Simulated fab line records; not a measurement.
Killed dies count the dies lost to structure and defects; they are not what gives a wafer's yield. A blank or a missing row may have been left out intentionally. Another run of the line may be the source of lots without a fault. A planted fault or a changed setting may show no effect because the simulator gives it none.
Which of the tools did it? :: flow sky130 :: 14 lots, 42 wafers sampled, at 3 steps of a route of 708

## WHAT EACH GAUGE READ, for each wafer
SKY_VT_ADJUST_HVTR_CD_MEAS_07: the cd target is 380 nm. Usual: cd_nm at 380.6 nm, with a standard deviation of 2.5.
lot: L153
measured: day 9 15:09
on: cd_sem-02
cd_nm (nm): 379.4 378.9 379.5
flag: 

lot: L154
measured: day 10 02:31
on: cd_sem-02
cd_nm (nm): 382.1 382.8 379.9
flag: 

lot: L155
measured: day 10 08:27
on: cd_sem-02
cd_nm (nm): 376.5 376.0 375.3
flag: 

lot: L156
measured: day 10 11:39
on: cd_sem-02
cd_nm (nm): 378.0 379.0 379.4
flag: 

lot: L157
measured: day 10 16:10
on: cd_sem-02
cd_nm (nm): 381.2 382.3 382.3
flag: 

lot: L158
measured: day 11 04:45
on: cd_sem-02
cd_nm (nm): 378.4 380.3 380.7
flag: 

lot: L159
measured: day 12 00:29
on: cd_sem-02
cd_nm (nm): 376.7 377.5 377.6
flag: 

lot: L161
measured: day 12 18:31
on: cd_sem-01
cd_nm (nm): 383.9 383.4 382.2
flag: 

lot: L162
measured: day 13 07:35
on: cd_sem-02
cd_nm (nm): 383.9 383.3 384.0
flag: 

lot: L164
measured: day 13 08:49
on: cd_sem-01
cd_nm (nm): 379.3 378.8 379.1
flag: 

lot: L166
measured: day 14 01:56
on: cd_sem-02
cd_nm (nm): 379.6 380.9 378.0
flag: 

lot: L165
measured: day 14 06:01
on: cd_sem-02
cd_nm (nm): 379.9 378.1 379.5
flag: 

lot: L168
measured: day 14 20:10
on: cd_sem-02
cd_nm (nm): 383.1 384.9 386.2
flag: 

lot: L169
measured: day 15 03:50
on: cd_sem-02
cd_nm (nm): 378.3 379.8 381.9
flag: 

SKY_VT_ADJUST_HVTR_OVL_MEAS_08. Usual: VT_ADJUST_HVTR_OVL gives -1.4 nm (standard deviation 1.3).
lot: L153
measured: day 9 15:14
on: overlay-02
VT_ADJUST_HVTR_OVL (nm): -0.7 -1.9 0.5
flag: 

lot: L154
measured: day 10 02:38
on: overlay-01
VT_ADJUST_HVTR_OVL (nm): -2.6 -0.8 -4.1
flag: 

lot: L155
measured: day 10 08:34
on: overlay-02
VT_ADJUST_HVTR_OVL (nm): -1.4 -2.6 -1.7
flag: 

lot: L156
measured: day 10 11:46
on: overlay-01
VT_ADJUST_HVTR_OVL (nm): -0.1 -0.2 1.5
flag: 

lot: L157
measured: day 10 16:17
on: overlay-02
VT_ADJUST_HVTR_OVL (nm): -1.2 -2.2 -0.6
flag: 

lot: L158
measured: day 11 04:52
on: overlay-02
VT_ADJUST_HVTR_OVL (nm): -1.7 -0.9 -0.4
flag: 

lot: L159
measured: day 12 00:35
on: overlay-02
VT_ADJUST_HVTR_OVL (nm): 0.2 0.8 -1.1
flag: 

lot: L161
measured: day 12 18:36
on: overlay-01
VT_ADJUST_HVTR_OVL (nm): -3.0 -1.9 0.2
flag: 

lot: L162
measured: day 13 07:41
on: overlay-01
VT_ADJUST_HVTR_OVL (nm): -2.1 -5.1 -2.0
flag: 

lot: L164
measured: day 13 08:56
on: overlay-01
VT_ADJUST_HVTR_OVL (nm): -2.8 -2.0 0.4
flag: 

lot: L166
measured: day 14 02:02
on: overlay-02
VT_ADJUST_HVTR_OVL (nm): -1.3 -1.6 -1.7
flag: 

lot: L165
measured: day 14 06:08
on: overlay-02
VT_ADJUST_HVTR_OVL (nm): -1.4 -2.9 -1.7
flag: 

lot: L168
measured: day 14 20:17
on: overlay-02
VT_ADJUST_HVTR_OVL (nm): -2.7 -2.5 -3.5
flag: 

lot: L169
measured: day 15 03:56
on: overlay-01
VT_ADJUST_HVTR_OVL (nm): -2.5 -1.2 -2.4
flag: 

SKY_VT_ADJUST_PCH_OVL_MEAS_07. Usual: VT_ADJUST_PCH_OVL gives 1.0 nm (standard deviation 1.5).
lot: L153
measured: day 10 12:54
on: overlay-02
VT_ADJUST_PCH_OVL (nm): 1.8 0.9 2.9
flag: 

lot: L154
measured: day 11 00:56
on: overlay-02
VT_ADJUST_PCH_OVL (nm): 0.9 1.7 -0.2
flag: 

lot: L155
measured: day 11 07:54
on: overlay-01
VT_ADJUST_PCH_OVL (nm): 1.4 -0.1 -1.4
flag: 

lot: L156
measured: day 11 10:28
on: overlay-01
VT_ADJUST_PCH_OVL (nm): 1.0 3.4 1.3
flag: 

lot: L157
measured: day 11 15:58
on: overlay-01
VT_ADJUST_PCH_OVL (nm): 2.6 0.8 0.5
flag: 

lot: L158
measured: day 12 05:00
on: overlay-01
VT_ADJUST_PCH_OVL (nm): 1.3 2.9 2.3
flag: 

lot: L159
measured: day 13 01:07
on: overlay-01
VT_ADJUST_PCH_OVL (nm): 1.1 -1.1 -0.4
flag: 

lot: L161
measured: day 13 18:46
on: overlay-01
VT_ADJUST_PCH_OVL (nm): 0.7 1.3 -0.7
flag: 

lot: L162
measured: day 14 08:55
on: overlay-02
VT_ADJUST_PCH_OVL (nm): 3.1 4.0 4.6
flag: 

lot: L164
measured: day 14 10:32
on: overlay-02
VT_ADJUST_PCH_OVL (nm): 0.0 -0.1 0.6
flag: 

lot: L166
measured: day 15 04:34
on: overlay-01
VT_ADJUST_PCH_OVL (nm): -1.9 0.7 0.1
flag: 

lot: L165
measured: day 15 09:39
on: overlay-01
VT_ADJUST_PCH_OVL (nm): 0.2 1.0 2.4
flag: 

lot: L168
measured: day 16 00:01
on: overlay-02
VT_ADJUST_PCH_OVL (nm): 0.8 2.5 1.5
flag: 

lot: L169
measured: day 16 07:19
on: overlay-02
VT_ADJUST_PCH_OVL (nm): 2.0 2.5 3.1
flag: 

## WHAT TOOL EACH LOT RAN ON (gives the tool, then ch and the chambers of the sampled wafers, and finally the start)
No process step before these readings appears in the record.

## AS READ BY THE TOOLS THEMSELVES (means over the sampled wafers that have a number; for cases with no such wafer, the mark the record gives instead)
The record holds no such reading with a usual standard deviation.

## THE ANSWER, worked out from the rows above alone
Rule: a lot counts as off when the mean over its wafers that have a number is more than 3 standard deviations away from the usual mean. A lot without any number at a reading at which 4 lots or more have one is off too. All remaining lots with rows at the step are treated as sound. Order of review: gauges by route order, followed by the tools' own readings, for which a lot's mean as printed above is used. The first step at which some lot is off is used, and at that step the reading that is off furthest; a lot without a number counts as furthest.
Nothing can be told from this: no lot is off at any reading shown.

## WHAT THE SIMULATOR PUT IN
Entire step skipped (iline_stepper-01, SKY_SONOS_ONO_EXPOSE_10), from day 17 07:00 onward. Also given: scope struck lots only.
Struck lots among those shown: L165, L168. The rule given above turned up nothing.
